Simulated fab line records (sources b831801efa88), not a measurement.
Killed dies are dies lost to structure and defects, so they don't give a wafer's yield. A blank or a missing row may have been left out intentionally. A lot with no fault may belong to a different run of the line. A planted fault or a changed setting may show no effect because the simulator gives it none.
fab line records ; flow sky130
record lots=12; wafers=36; lastDay=51
route steps=708 shown VIA4@640 METAL5@662 PASSIVATION@692 PAD_OPEN@708
lots that met no fault: taken from a fault-free run of the same line
startH: hours from the record's first day to the start of the lot's first wafer shown ; waitH: hours from the lot's prior step to this one ; " identical to the entry in the row above ; L1.1+2: one row covering several wafers at once ; - no value, or no start given ; * or withheld: withheld ; < > ~ a bound
route shown NAME@n: a module of which the file shows steps, and the number in the route of the first ; usual: the fault-free wafers' mean and standard deviation ; same: alike in all rows ; chamber/n: place in a boat ; sites: per-site readings ; _std_site: standard deviation across them ; _edge_site: inner sites' mean taken away from outer sites' mean ; radiusMm: for every site, how far away it sits from the centre of the wafer ; mask NAME#n: copy n ; behind: tool/chamber where the wafer was last shaped ; hold: the reason the lot was held/the length of the hold in hours/how it ended ; device: whichever transistor did not switch (one of n, p or np) ; end of line: tests of these same wafers at the route's end ; a step without rows: its recipe alone ; killed: not the wafer's yield, but the dies lost to structure and defects at the first sort ; map: a wafer's dies, x killed, . not, _ none there
set.NAME: the setting as run; set.NAME@STEP: as run at that earlier step ; model.NAME: the simulator's own value behind a step, which no gauge read
one table for each step of the route and one row for each wafer, over a sample of lots
services: the hour from which a tool's chamber was out of use, counted from the record's first day as startH (under 0 if before that day), plus the number of hours and why
## steps
# step SKY_VIA4_THK_MEAS_01
# recipe reads=SiO2_of_VIA4_HDPCVD_00
# usual VIA4_HDPCVD_THK=1757/16
lot.wafer;tool;chamber;startH;waitH;VIA4_HDPCVD_THK[nm]
L121.2;filmMetro-04;-;1005.10;0.1;1745
L121.4;filmMetro-04;-;1005.10;0.1;1765
L121.5;filmMetro-04;-;1005.10;0.1;1777
L123.1;filmMetro-02;-;1013.11;0.1;1723
L123.4;filmMetro-02;-;1013.11;0.1;1733
L123.6;filmMetro-02;-;1013.11;0.1;1728
L122.1;filmMetro-02;-;1014.48;0.1;1762
L122.3;filmMetro-02;-;1014.48;0.1;1736
L122.4;filmMetro-02;-;1014.48;0.1;1741
L126.4;filmMetro-04;-;1035.63;0.0;1772
L126.5;filmMetro-04;-;1035.63;0.0;1756
L126.6;filmMetro-04;-;1035.63;0.0;1751
L130.2;filmMetro-02;-;1064.82;0.1;1736
L130.3;filmMetro-02;-;1064.82;0.1;1749
L130.4;filmMetro-02;-;1064.82;0.1;1759
L131.2;filmMetro-02;-;1071.50;0.1;1747
L131.3;filmMetro-02;-;1071.50;0.1;1737
L131.6;filmMetro-02;-;1071.50;0.1;1755
L132.1;filmMetro-03;-;1077.28;0.1;1758
L132.2;filmMetro-03;-;1077.28;0.1;1752
L132.3;filmMetro-03;-;1077.28;0.1;1766
L133.2;filmMetro-04;-;1077.97;0.1;1752
L133.4;filmMetro-04;-;1077.97;0.1;1748
L133.6;filmMetro-04;-;1077.97;0.1;1754
L135.3;filmMetro-04;-;1096.68;0.1;1765
L135.5;filmMetro-04;-;1096.68;0.1;1782
L135.6;filmMetro-04;-;1096.68;0.1;1785
L136.2;filmMetro-04;-;1101.45;0.1;1743
L136.3;filmMetro-04;-;1101.45;0.1;1752
L136.6;filmMetro-04;-;1101.45;0.1;1740
L141.1;filmMetro-03;-;1128.27;0.1;1747
L141.2;filmMetro-03;-;1128.27;0.1;1757
L141.3;filmMetro-03;-;1128.27;0.1;1751
L143.3;filmMetro-03;-;1136.32;0.1;1780
L143.5;filmMetro-03;-;1136.32;0.1;1744
L143.6;filmMetro-03;-;1136.32;0.1;1757
# step SKY_VIA4_ETCH_12
# recipe target=SiO2; chemistry=C4F8/O2/Ar; stopOn=TiN; maskMaterial=NOVOLAK; sourceW=1500; biasW=1200; pressureMtorr=40; c4f8FlowSccm=withheld; O2_flow_sccm=6; Ar_flow_sccm=300; timeS=withheld; targetDepthA=5800
# usual oesProductAu=0.926/0.0043
lot.wafer;tool;chamber;startH;waitH;oesProductAu
L121.2;rieDiel-03;1;1029.19;0.0;0.935
L121.4;rieDiel-03;3;1029.19;0.0;0.927
L121.5;rieDiel-03;0;1029.19;0.0;0.924
L123.1;rieDiel-01;1;1035.65;0.0;0.929
L123.4;rieDiel-01;0;1035.65;0.0;0.929
L123.6;rieDiel-01;1;1035.65;0.0;0.925
L122.1;rieDiel-01;3;1037.88;0.0;0.925
L122.3;rieDiel-01;0;1037.88;0.0;0.934
L122.4;rieDiel-01;2;1037.88;0.0;0.929
L126.4;rieDiel-01;0;1058.49;0.0;0.934
L126.5;rieDiel-01;2;1058.49;0.0;0.925
L126.6;rieDiel-01;3;1058.49;0.0;0.922
L130.2;rieDiel-03;2;1087.28;0.0;0.926
L130.3;rieDiel-03;1;1087.28;0.0;0.926
L130.4;rieDiel-03;3;1087.28;0.0;0.929
L131.2;rieDiel-04;0;1093.30;0.0;0.930
L131.3;rieDiel-04;2;1093.30;0.0;0.925
L131.6;rieDiel-04;3;1093.30;0.0;0.928
L132.1;rieDiel-01;0;1099.09;0.0;0.925
L132.2;rieDiel-01;3;1099.09;0.0;0.920
L132.3;rieDiel-01;2;1099.09;0.0;0.931
L133.2;rieDiel-04;0;1099.70;0.0;0.928
L133.4;rieDiel-04;3;1099.70;0.0;0.926
L133.6;rieDiel-04;1;1099.70;0.0;0.914
L135.3;rieDiel-03;0;1117.19;0.0;0.929
L135.5;rieDiel-03;0;1117.19;0.0;0.922
L135.6;rieDiel-03;3;1117.19;0.0;0.924
L136.2;rieDiel-01;1;1122.30;0.0;0.929
L136.3;rieDiel-01;0;1122.30;0.0;0.931
L136.6;rieDiel-01;3;1122.30;0.0;0.930
L141.1;rieDiel-04;0;1147.75;0.0;0.925
L141.2;rieDiel-04;2;1147.75;0.0;0.923
L141.3;rieDiel-04;1;1147.75;0.0;0.924
L143.3;rieDiel-03;2;1156.40;0.0;0.924
L143.5;rieDiel-03;0;1156.40;0.0;0.922
L143.6;rieDiel-03;2;1156.40;0.0;0.922
# step SKY_METAL5_SPUTTER_01
# recipe material=TiN; targetThkNm=20; powerW=6500; timeS=16.48; chamberPressurePa=0.4
# usual throttleValvePct=29.5/0.83
lot.wafer;tool;chamber;startH;waitH;throttleValvePct
L121.2;pvdSputter-03;-;1030.57;0.0;30.7
L121.4;pvdSputter-03;-;1030.57;0.0;29.6
L121.5;pvdSputter-03;-;1030.57;0.0;29.6
L123.1;pvdSputter-02;-;1037.04;0.0;29.5
L123.4;pvdSputter-02;-;1037.04;0.0;28.8
L123.6;pvdSputter-02;-;1037.04;0.0;29.4
L122.1;pvdSputter-03;-;1039.30;0.0;30.9
L122.3;pvdSputter-03;-;1039.30;0.0;29.6
L122.4;pvdSputter-03;-;1039.30;0.0;29.1
L126.4;pvdSputter-03;-;1059.91;0.0;30.8
L126.5;pvdSputter-03;-;1059.91;0.0;29.7
L126.6;pvdSputter-03;-;1059.91;0.0;29.2
L130.2;pvdSputter-02;-;1088.73;0.0;27.8
L130.3;pvdSputter-02;-;1088.73;0.0;30.4
L130.4;pvdSputter-02;-;1088.73;0.0;29.6
L131.2;pvdSputter-02;-;1094.68;0.0;29.4
L131.3;pvdSputter-02;-;1094.68;0.0;27.6
L131.6;pvdSputter-02;-;1094.68;0.0;30.4
L132.1;pvdSputter-02;-;1100.57;0.0;29.1
L132.2;pvdSputter-02;-;1100.57;0.0;30.8
L132.3;pvdSputter-02;-;1100.57;0.0;27.7
L133.2;pvdSputter-02;-;1101.43;0.0;27.8
L133.4;pvdSputter-02;-;1101.43;0.0;29.4
L133.6;pvdSputter-02;-;1101.43;0.0;29.0
L135.3;pvdSputter-03;-;1118.62;0.0;30.8
L135.5;pvdSputter-03;-;1118.62;0.0;31.2
L135.6;pvdSputter-03;-;1118.62;0.0;29.0
L136.2;pvdSputter-03;-;1123.84;0.0;29.2
L136.3;pvdSputter-03;-;1123.84;0.0;29.4
L136.6;pvdSputter-03;-;1123.84;0.0;31.0
L141.1;pvdSputter-04;-;1150.03;0.0;30.3
L141.2;pvdSputter-04;-;1150.03;0.0;29.1
L141.3;pvdSputter-04;-;1150.03;0.0;28.7
L143.3;pvdSputter-02;-;1158.24;0.0;30.6
L143.5;pvdSputter-02;-;1158.24;0.0;29.6
L143.6;pvdSputter-02;-;1158.24;0.0;30.4
# step SKY_PASSIVATION_ETCH_11
# recipe chemistry=CF4/O2; targetDepthNm=725; stopOn=AlCu; sourceW=800; biasW=150; pressureMtorr=150; cf4FlowSccm=80; O2_flow_sccm=10; timeS=161.1
# usual drypumpMotorCurrentA=5.7/0.47; oesProductAu=0.978/0.0074; throttleValvePct=5.963/0.01
lot.wafer;tool;chamber;startH;waitH;drypumpMotorCurrentA;oesProductAu;rfHoursCounterH;throttleValvePct
L121.2;rieDiel-03;1;1076.72;-;5.8;0.965;5;5.963
L121.4;rieDiel-03;2;1076.72;-;6.1;0.975;5;5.973
L121.5;rieDiel-03;2;1076.72;-;6.1;0.988;-;5.982
L123.1;rieDiel-02;0;1082.87;-;5.6;0.971;2;5.977
L123.4;rieDiel-02;1;1082.87;-;5.3;0.992;24;5.965
L123.6;rieDiel-02;2;1082.87;-;5.7;0.989;-;5.963
L122.1;rieDiel-04;1;1084.00;-;5.9;0.969;29;5.968
L122.3;rieDiel-04;0;1084.00;-;6.2;0.981;20;5.957
L122.4;rieDiel-04;3;1084.00;-;6.3;0.981;-;5.963
L126.4;rieDiel-04;3;1104.87;-;6.3;0.979;15;5.941
L126.5;rieDiel-04;2;1104.87;-;4.9;0.986;-;5.981
L126.6;rieDiel-04;1;1104.87;-;5.9;0.982;-;5.960
L130.2;rieDiel-04;2;1131.10;-;4.9;0.977;28;5.983
L130.3;rieDiel-04;0;1131.10;-;6.2;0.985;22;5.963
L130.4;rieDiel-04;1;1131.10;-;5.9;0.979;30;5.963
L131.2;rieDiel-02;2;1136.07;-;5.7;0.955;17;5.956
L131.3;rieDiel-02;1;1136.07;-;5.3;0.971;25;5.954
L131.6;rieDiel-02;0;1136.07;-;5.5;0.973;-;5.960
L132.1;rieDiel-03;3;1142.50;-;5.4;0.973;21;5.954
L132.2;rieDiel-03;2;1142.50;-;6.1;0.970;7;5.989
L132.3;rieDiel-03;0;1142.50;-;5.2;0.966;24;5.964
L133.2;rieDiel-04;3;1142.67;-;6.2;0.973;17;5.960
L133.4;rieDiel-04;1;1142.67;-;5.9;0.979;31;5.957
L133.6;rieDiel-04;2;1142.67;-;4.9;0.982;-;5.968
L135.3;rieDiel-04;0;1158.15;-;6.2;0.977;23;5.973
L135.5;rieDiel-04;2;1158.15;-;4.9;0.981;-;5.966
L135.6;rieDiel-04;0;1158.15;-;6.2;0.985;-;5.965
L136.2;rieDiel-04;3;1163.60;-;6.3;0.969;18;5.960
L136.3;rieDiel-04;2;1163.60;-;4.9;0.966;30;5.957
L136.6;rieDiel-04;2;1163.60;-;4.9;0.975;-;5.970
L141.1;rieDiel-03;3;1186.75;-;5.4;0.977;22;5.978
L141.2;rieDiel-03;1;1186.75;-;5.8;0.980;9;5.946
L141.3;rieDiel-03;2;1186.75;-;6.1;0.983;9;5.963
L143.3;rieDiel-02;1;1194.81;-;5.3;0.981;27;5.951
L143.5;rieDiel-02;2;1194.81;-;5.7;0.980;-;5.984
L143.6;rieDiel-02;3;1194.81;-;5.9;0.975;-;5.985
# step SKY_PAD_OPEN_PROBE_99
# usual defectLimitedYield=82.8/2.1; killed_at_M0_to_M3=43/7.3; killed_at_M4_up=3.4/2.1; killedAtContacts=24/5.9; killedAtFrontEnd=14/4; killedAtOther=0.3/0.54; killedDies=85/10; killedOpen=46/7.7; killedShort=38/6; sort_bin_3_pad_short=0.8/0.48; sort_bin_5_function=10.2/1.7; sort_bin_6_memory=6.2/1.1; sortNPass=407/10; sortYieldPct=82.8/2.1
# same grossDies=492; killedAtBackSide=0; sort_bin_4_leakage[%]=0; sort_bin_8_speed[%]=0
lot.wafer;tool;chamber;startH;waitH;defectLimitedYield[%];killed_at_M0_to_M3;killed_at_M4_up;killedAtContacts;killedAtFrontEnd;killedAtOther;killedDies;killedOpen;killedShort;sort_bin_3_pad_short[%];sort_bin_5_function[%];sort_bin_6_memory[%];sortNPass;sortYieldPct[%]
L123.1;prober-01;-;1106.29;0.1;85.2;38;9;15;11;0;73;43;30;0.4;8.5;5.9;419;85.2
L123.4;prober-01;-;1106.44;0.2;81.5;52;2;22;15;0;91;48;43;1.0;11.4;6.1;401;81.5
L123.6;prober-01;-;1106.54;0.2;87.2;29;2;20;11;1;63;33;30;0.4;7.7;4.7;429;87.2
L132.1;prober-01;-;1164.12;0.1;83.3;43;0;22;17;0;82;47;35;1.0;10.0;5.7;410;83.3
L132.2;prober-01;-;1164.17;0.1;82.7;43;4;17;19;2;85;46;37;0.8;9.8;6.7;407;82.7
L132.3;prober-01;-;1164.22;0.2;87.4;29;4;18;11;0;62;38;24;0.2;7.1;5.3;430;87.4
L136.2;prober-01;-;1183.99;0.1;78.9;52;7;23;22;0;104;54;49;0;13.4;7.7;388;78.9
L136.3;prober-01;-;1184.04;0.2;83.3;44;3;19;16;0;82;36;45;1.4;10.2;5.1;410;83.3
L136.6;prober-01;-;1184.19;0.2;80.9;41;5;34;14;0;94;53;41;0.8;12.6;5.7;398;80.9
L143.3;prober-02;-;1213.73;0.2;77.6;57;10;27;16;0;110;63;47;0.8;15.7;5.9;382;77.6
L143.5;prober-02;-;1213.83;0.2;70.7;46;70;18;10;0;144;38;41;3.9;19.3;6.1;348;70.7
L143.6;prober-02;-;1213.88;0.2;85.2;34;3;18;17;1;73;34;39;0.4;11.0;3.5;419;85.2
# killed by level:class
L123.1 VIA1:geometricParticle:open=10 VIA3:geometricParticle:open=8 METAL4:geometricParticle:short=7 LI_CONTACT:geometricParticle:open=6 FIELD_ISO:geometricParticle:open=5 METAL2:geometricParticle:short=5 CONTACT:geometricParticle:open=4 POLY_GATE:geometricParticle:open=3
L123.4 VIA1:geometricParticle:open=10 METAL1:geometricParticle:short=9 VIA3:geometricParticle:open=9 CONTACT:geometricParticle:short=8 CONTACT:geometricParticle:open=6 VIA1:geometricParticle:short=5 POLY_GATE:geometricParticle:short=4 VIA2:geometricParticle:open=4
L123.6 VIA3:geometricParticle:open=7 CONTACT:geometricParticle:open=7 VIA1:geometricParticle:open=7 POLY_GATE:geometricParticle:short=6 CONTACT:geometricParticle:short=5 LOCAL_INTERCONNECT:geometricParticle:short=4 VIA1:geometricParticle:short=4 METAL2:geometricParticle:short=3
L132.1 VIA1:geometricParticle:open=12 LI_CONTACT:geometricParticle:open=7 CONTACT:geometricParticle:open=7 VIA1:geometricParticle:short=6 POLY_GATE:geometricParticle:open=5 METAL1:geometricParticle:short=5 FIELD_ISO:geometricParticle:short=4 LOCAL_INTERCONNECT:geometricParticle:short=4
L132.2 VIA1:geometricParticle:open=9 POLY_GATE:geometricParticle:short=7 VIA2:geometricParticle:open=7 FIELD_ISO:geometricParticle:open=6 LI_CONTACT:geometricParticle:open=6 VIA3:geometricParticle:open=6 LOCAL_INTERCONNECT:geometricParticle:short=5 METAL2:geometricParticle:short=5
L132.3 CONTACT:geometricParticle:open=9 VIA2:geometricParticle:open=9 LI_CONTACT:geometricParticle:open=5 POLY_GATE:geometricParticle:open=4 VIA1:geometricParticle:short=4 VIA1:geometricParticle:open=4 VIA3:geometricParticle:open=4 METAL4:geometricParticle:short=4
L136.2 METAL2:geometricParticle:short=10 VIA3:geometricParticle:open=9 FIELD_ISO:geometricParticle:short=8 LI_CONTACT:geometricParticle:open=7 CONTACT:geometricParticle:open=7 VIA1:geometricParticle:open=6 VIA1:geometricParticle:short=5 METAL2:geometricParticle:open=5
L136.3 VIA1:geometricParticle:open=12 CONTACT:geometricParticle:short=6 CONTACT:geometricParticle:open=6 METAL1:geometricParticle:short=6 METAL3:geometricParticle:short=5 FIELD_ISO:geometricParticle:open=4 METAL2:geometricParticle:short=4 POLY_GATE:geometricParticle:short=4
L136.6 VIA1:geometricParticle:open=13 CONTACT:geometricParticle:open=12 CONTACT:geometricParticle:short=9 LI_CONTACT:geometricParticle:open=6 METAL1:geometricParticle:short=6 VIA3:geometricParticle:open=6 METAL4:geometricParticle:short=5 FIELD_ISO:geometricParticle:open=4
L143.3 CONTACT:geometricParticle:open=15 VIA2:geometricParticle:open=11 VIA1:geometricParticle:open=10 METAL1:geometricParticle:short=9 METAL4:geometricParticle:short=8 VIA3:geometricParticle:open=7 POLY_GATE:geometricParticle:short=5 VIA1:geometricParticle:short=5
L143.5 METAL5:unspecified=65 METAL1:geometricParticle:short=9 VIA3:geometricParticle:open=7 LI_CONTACT:geometricParticle:open=6 VIA1:geometricParticle:open=6 METAL2:geometricParticle:short=6 CONTACT:geometricParticle:open=5 VIA2:geometricParticle:open=4
L143.6 VIA1:geometricParticle:open=9 CONTACT:geometricParticle:open=8 FIELD_ISO:geometricParticle:short=6 METAL1:geometricParticle:short=6 VIA2:geometricParticle:short=5 POLY_GATE:geometricParticle:open=4 CONTACT:geometricParticle:short=4 VIA3:geometricParticle:open=4
## services
tool;chamber;startH;hours;kind
pvdSputter-02;-;1010.82;1.4;repair
rieDiel-04;-;1014.13;28.1;pm
pvdSputter-04;-;1025.43;6.6;repair
rieDiel-03;1;1030.13;9.6;repair
pvdSputter-04;-;1034.96;6.0;repair
rieDiel-04;3;1057.91;7.5;repair
rieDiel-04;2;1079.78;7.6;repair
rieDiel-02;-;1085.96;14.6;pm
rieDiel-01;3;1092.07;1.8;repair
rieDiel-01;2;1095.21;1.6;repair
rieDiel-02;3;1102.74;10.6;repair
pvdSputter-02;-;1104.95;2.0;repair
rieDiel-02;2;1112.94;5.4;repair
rieDiel-03;2;1133.02;4.3;repair
rieDiel-03;1;1137.60;12.5;repair
pvdSputter-04;-;1141.55;4.1;repair
rieDiel-03;3;1146.62;14.6;repair
rieDiel-04;1;1156.07;-;clean
rieDiel-04;1;1156.07;-;consumableReplace:focusRing
rieDiel-04;1;1156.07;26.2;scheduledDown
rieDiel-04;1;1156.07;26.2;ventCycle
rieDiel-01;-;1168.00;0.2;repair
rieDiel-03;0;1185.50;13.8;repair
rieDiel-02;0;1186.94;5.1;repair
## key
firstSign step=SKY_PAD_OPEN_PROBE_99; reading=killed_at_M4_up; direction=up; sigmas=31; usual=3.4; struck=70
effect step=SKY_PAD_OPEN_PROBE_99; reading=sort_bin_3_pad_short; direction=up; sigmas=6.3; usual=0.8; struck=3.9
metAt SKY_METAL5_SPUTTER_01
struckLots L143
struckWafers L143.5
notActingAt SKY_VIA4_THK_MEAS_01,SKY_VIA4_ETCH_12,SKY_PASSIVATION_ETCH_11
onsetBetween 1101.43 1158.24
fault kind=chamberParticleSource; tool=pvdSputter-02; chamber=-; onsetH=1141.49; steps=SKY_METAL5_SPUTTER_01; ratePerVisitCm2=1.3861; endH=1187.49; scope=struckWafersOnly
